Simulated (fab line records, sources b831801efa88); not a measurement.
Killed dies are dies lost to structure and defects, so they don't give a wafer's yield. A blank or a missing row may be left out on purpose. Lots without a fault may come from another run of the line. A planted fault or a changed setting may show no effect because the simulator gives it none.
Split-lot experiment | flow sky130 | 5 lots, 27 wafers read, on a route of 708 steps

THE SPLIT
At SKY_CAPM_SPUTTER_02 (material TiN, target thk 200 nm, time 166.7 s), the setting time_s was moved away from the recipe's 166.7 s on 9 of the 27 wafers read, by -37.9% to +53.4%. The other wafers ran this setting at the recipe's value.

FROM THE SPLIT TO THE READING: what the file shows between them, 1 step
- SKY_CAPM_RS_MEAS_03: measures by four-point-probe

THE READING
CAPM_TIN_THK, in nm, at SKY_CAPM_THK_MEAS_04 (measures by xrf). Fault-free wafers of this fab line usually give 200.9 nm, standard deviation 2.3 nm.

wafer  | tool, chamber at the split | time_s as run, s | against the recipe | CAPM_TIN_THK, nm | against lot-mates on the recipe
L074.1 | pvd_sputter-04, -          | 103.6            | -37.9%             | 121.8            | -78.5
L074.2 | pvd_sputter-04, -          | 103.6            | -37.9%             | 125.9            | -74.4
L074.3 | pvd_sputter-04, -          | 166.7            | recipe             | 202.2            | -
L074.4 | pvd_sputter-04, -          | 166.7            | recipe             | 199.4            | -
L074.5 | pvd_sputter-04, -          | 166.7            | recipe             | 199.3            | -
L074.6 | pvd_sputter-04, -          | 103.6            | -37.9%             | 125.0            | -75.3
L076.3 | pvd_sputter-04, -          | 166.7            | recipe             | 203.5            | -
L076.4 | pvd_sputter-04, -          | 166.7            | recipe             | 201.1            | -
L076.5 | pvd_sputter-04, -          | 166.7            | recipe             | 199.5            | -
L081.1 | pvd_sputter-02, -          | 255.7            | +53.4%             | 309.9            | +109.2
L081.2 | pvd_sputter-02, -          | 255.7            | +53.4%             | 313.1            | +112.4
L081.3 | pvd_sputter-02, -          | 166.7            | recipe             | 199.2            | -
L081.4 | pvd_sputter-02, -          | 255.7            | +53.4%             | 309.2            | +108.5
L081.5 | pvd_sputter-02, -          | 166.7            | recipe             | 203.9            | -
L081.6 | pvd_sputter-02, -          | 166.7            | recipe             | 199.1            | -
L082.1 | pvd_sputter-02, -          | 113.9            | -31.7%             | 140.7            | -61.4
L082.2 | pvd_sputter-02, -          | 113.9            | -31.7%             | 137.3            | -64.8
L082.3 | pvd_sputter-02, -          | 113.9            | -31.7%             | 136.3            | -65.8
L082.4 | pvd_sputter-02, -          | 166.7            | recipe             | 202.6            | -
L082.5 | pvd_sputter-02, -          | 166.7            | recipe             | 202.4            | -
L082.6 | pvd_sputter-02, -          | 166.7            | recipe             | 201.3            | -
L084.1 | pvd_sputter-03, -          | 166.7            | recipe             | 198.2            | -
L084.2 | pvd_sputter-03, -          | 166.7            | recipe             | 198.2            | -
L084.3 | pvd_sputter-03, -          | 166.7            | recipe             | 202.5            | -
L084.4 | pvd_sputter-03, -          | 166.7            | recipe             | 199.8            | -
L084.5 | pvd_sputter-03, -          | 166.7            | recipe             | 197.9            | -
L084.6 | pvd_sputter-03, -          | 166.7            | recipe             | 200.9            | -

THE FIT
A straight line over all 27 wafers: CAPM_TIN_THK changes by +2.03 nm for each +1% of time_s; r = +1.00; the points scatter about the line by 2 nm.
The same after taking each lot's own level away (the mean of its wafers on the recipe; 27 wafers): +2.04 nm for each +1%; r = +1.00; scatter 1.8 nm.
On that fit, the largest move of time_s shifts the reading by 1.1e+02 nm.
The lots' own levels span 199.58 to 202.10 nm, that is 1.1 times the standard deviation above.
So the lot-to-lot level changes the slope little: the two slopes agree.
Check: with one of the wafers moved furthest among these (+53.4%) left out of the fit, the line predicts +109 nm for it against its lot-mates. It came out at +109 nm against them.

THE WHOLE CHAIN: every reading that the file lists as answering this split, in the file's order
step                   | what it does                                                            | reading                                                                        | change (the file's fit)                                                              | r (the file's)
SKY_CAPM_SPUTTER_02    | material TiN, target thk 200 nm, time 166.7 s                           | TiN_of_CAPM_SPUTTER_02.thk_nm (the simulator's own value, which no gauge read) | +2.02 nm for each +1% of the setting                                                 | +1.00
SKY_CAPM_RS_MEAS_03    | measures by four-point-probe                                            | CAPM_TIN_RS                                                                    | -0.0767 for each +1% of the setting                                                  | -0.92
SKY_CAPM_THK_MEAS_04   | measures by xrf                                                         | CAPM_TIN_THK                                                                   | +2.04 for each +1% of the setting                                                    | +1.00
SKY_CAPM_METAL_ETCH_13 | etches TiN in Cl2/BCl3, stops on SiO2, target depth 220 nm, time 62.9 s | oes_product_au                                                                 | not straight: 0.729 at the lowest setting, 0.939 at the recipe, 0.998 at the highest | not given

THE FILE'S OWN FIT
CAPM_TIN_THK changes by +2.04 nm for each +1% of time_s, r = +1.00.
